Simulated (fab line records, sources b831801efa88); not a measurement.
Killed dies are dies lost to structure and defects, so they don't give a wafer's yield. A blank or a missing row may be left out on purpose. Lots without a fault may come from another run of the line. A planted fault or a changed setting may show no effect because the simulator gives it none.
Which tool did it? | flow gf180mcu | 12 lots, 36 wafers sampled, at 1 step of a route of 602

WHAT THE GAUGES READ, wafer by wafer
GF_PSD_OVL_MEAS_08.
lot  | measured     | on         | PSD_OVL (nm)
L075 | day 14 13:16 | overlay-02 | -2.2 -1.1 0.1
L077 | day 15 07:01 | overlay-01 | 0.1 0.6 1.5
L079 | day 15 23:04 | overlay-02 | 0.6 -0.7 0.0
L081 | day 16 12:40 | overlay-02 | 1.3 0.6 -0.8
L083 | day 17 10:55 | overlay-02 | 0.3 0.8 0.2
L085 | day 17 23:39 | overlay-02 | 0.3 0.0 -0.5
L087 | day 19 03:44 | overlay-02 | 0.8 0.4 0.5
L089 | day 19 10:58 | overlay-02 | -2.8 -1.8 -1.1
L091 | day 20 09:22 | overlay-01 | -0.1 1.0 0.6
L093 | day 20 23:46 | overlay-01 | 0.2 -3.3 -1.0
L095 | day 21 16:37 | overlay-01 | 1.0 -1.3 -1.0
L097 | day 22 06:35 | overlay-01 | 1.1 2.9 2.7

WHICH TOOL RAN EACH LOT (tool, then ch and the chambers of the sampled wafers, then the start)
The record holds no process step before these readings.

THE ANSWER, worked out from the rows above alone
Rule: what is usual is taken from the lots themselves. Put in order of their means at a reading, lots are off if they are a third of the lots or fewer, leave a main group of 4 or more, and stand apart from it by a gap of 3 or more times the standard deviation of the main group's means; of several such gaps the widest counts. A main group whose means are all the same, to the digits that the tables above print for the reading, isn't used. A lot without any number at a reading at which 4 lots or more have one is off too. The other lots that the step has rows for count as sound.
No lot is off at any reading shown: from this, nothing can be told.

WHAT THE SIMULATOR HAD PUT IN
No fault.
